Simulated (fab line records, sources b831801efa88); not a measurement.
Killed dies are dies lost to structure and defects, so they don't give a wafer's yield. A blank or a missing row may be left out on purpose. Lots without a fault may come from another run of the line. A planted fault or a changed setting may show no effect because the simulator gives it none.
One fault seen from 2 desks | flow sky130 | each desk has only its own numbers; what lay behind them comes last

THE METROLOGY DESK
What the gauges read, lot by lot, whatever tool the lot ran on: means of the sampled wafers that have a number. A lot is out of limits, marked OUT, if its mean lies more than 4 standard deviations from the usual mean; the brackets give that distance.
Columns: A = CAPM_TIN_RS at SKY_CAPM_RS_MEAS_03, usual 6.87 ohm/sq; B = VIA3_W_RS at SKY_VIA3_RS_MEAS_22, usual 0.2937 ohm/sq; C = VIA3_W_THK at SKY_VIA3_THK_MEAS_23, usual 391 nm
lot  | first seen here | A    | B                 | C
L132 | day 37 07:51    | 6.85 | 0.2944            | 391
L136 | day 38 05:44    | 6.76 | 0.2951            | 395
L139 | day 39 04:01    | 6.91 | 0.2897            | 400
L143 | day 40 12:12    | 6.86 | 0.2524 (-15) OUT  | 457 (+13) OUT
L144 | day 40 18:22    | 6.79 | 0.2775 (-5.8) OUT | 415 (+5.0) OUT
L145 | day 41 07:02    | 6.88 | 0.2580 (-13) OUT  | 449 (+12) OUT
L147 | day 41 18:44    | 6.95 | 0.2947            | 389
L151 | day 42 16:43    | 6.95 | 0.2932            | 391
L152 | day 42 20:57    | 6.84 | 0.2930            | 387
L153 | day 43 17:20    | 6.85 | 0.2968            | 389
This desk's finding: out of limits on L143, L144, L145; first on L143, day 43 14:26 (VIA3_W_RS at SKY_VIA3_RS_MEAS_22). In limits: L132, L136, L139, L147, L151, L152, L153.

THE TOOL OWNER'S DESK: cvd_w-02
The tool's own readings at SKY_VIA3_CVD_21 (deposits W, target thk 390 nm, time 117.31 s): means of the sampled wafers that have a number, for each lot that ran on this tool. A lot is out of limits, marked OUT, if its mean lies more than 4 standard deviations from the usual mean; the brackets give that distance.
Columns: A = heater_power_w at SKY_VIA3_CVD_21, usual 885 W
lot  | first seen here | A
L132 | day 40 14:55    | 932
L136 | day 41 11:02    | 914
L139 | day 42 07:58    | 929
L143 | day 43 14:19    | 935
L144 | day 43 19:50    | 926
L145 | day 44 07:11    | 933
This desk's finding: nothing out of limits on any of the 6 lots.

PUT TOGETHER
The metrology desk could have raised an alarm at day 43 14:26, on L143, L144, L145.
The tool owner's desk saw nothing out of limits.
The tool owner's desk has L143, L144, L145 on record, within its limits.
Of the lots named, all ran SKY_VIA3_CVD_21 on cvd_w-02.

WHAT THE SIMULATOR HAD PUT IN
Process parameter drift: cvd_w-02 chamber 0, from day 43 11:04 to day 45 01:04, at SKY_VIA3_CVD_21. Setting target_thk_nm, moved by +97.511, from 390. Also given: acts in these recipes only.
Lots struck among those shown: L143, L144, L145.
Hours from the fault's start to each desk's first reading out of limits: the metrology desk, 3.
